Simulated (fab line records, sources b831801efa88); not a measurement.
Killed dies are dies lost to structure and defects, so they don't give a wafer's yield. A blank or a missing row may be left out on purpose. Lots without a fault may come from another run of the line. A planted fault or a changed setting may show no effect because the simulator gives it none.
Which tool did it? | flow sky130 | 7 lots, 19 wafers sampled, at 2 steps of a route of 708

WHAT THE GAUGES READ, wafer by wafer
SKY_LDD_HVN_TW_MEAS_10.
lot  | measured     | on            | LDD_HVN_TW
L936 | day 20 05:43 | film_metro-03 | 1422 1426 1430
L938 | day 21 08:38 | film_metro-03 | 1435 1448 1446
L940 | day 21 22:22 | film_metro-04 | 1463 1461 1458
L945 | day 23 17:43 | film_metro-04 | 1503 1496
L949 | day 25 03:49 | film_metro-03 | 1475 1482
L954 | day 27 05:14 | film_metro-02 | 1441 1445 1449
L956 | day 27 19:22 | film_metro-03 | 1446 1439 1441

WHICH TOOL RAN EACH LOT (tool, then ch and the chambers of the sampled wafers, then the start)
lot  | SKY_LDD_HVN_IMPLANT_08
L936 | implanter-02 ch 0, day 20 05:28
L938 | implanter-02 ch 0, day 21 08:23
L940 | implanter-01 ch 0, day 21 22:07
L945 | implanter-01 ch 0, day 23 17:31
L949 | implanter-01 ch 0, day 25 03:37
L954 | implanter-02 ch 0, day 27 04:59
L956 | implanter-02 ch 0, day 27 19:07
- SKY_LDD_HVN_IMPLANT_08

THE ANSWER, worked out from the rows above alone
Rule: what is usual is taken from the lots themselves. Put in order of their means at a reading, lots are off if they are a third of the lots or fewer, leave a main group of 4 or more, and stand apart from it by a gap of 3 or more times the standard deviation of the main group's means; of several such gaps the widest counts. A main group whose means are all the same, to the digits that the tables above print for the reading, isn't used. A lot without any number at a reading at which 4 lots or more have one is off too. The other lots that the step has rows for count as sound.
No lot is off at any reading shown: from this, nothing can be told.

WHAT THE SIMULATOR HAD PUT IN
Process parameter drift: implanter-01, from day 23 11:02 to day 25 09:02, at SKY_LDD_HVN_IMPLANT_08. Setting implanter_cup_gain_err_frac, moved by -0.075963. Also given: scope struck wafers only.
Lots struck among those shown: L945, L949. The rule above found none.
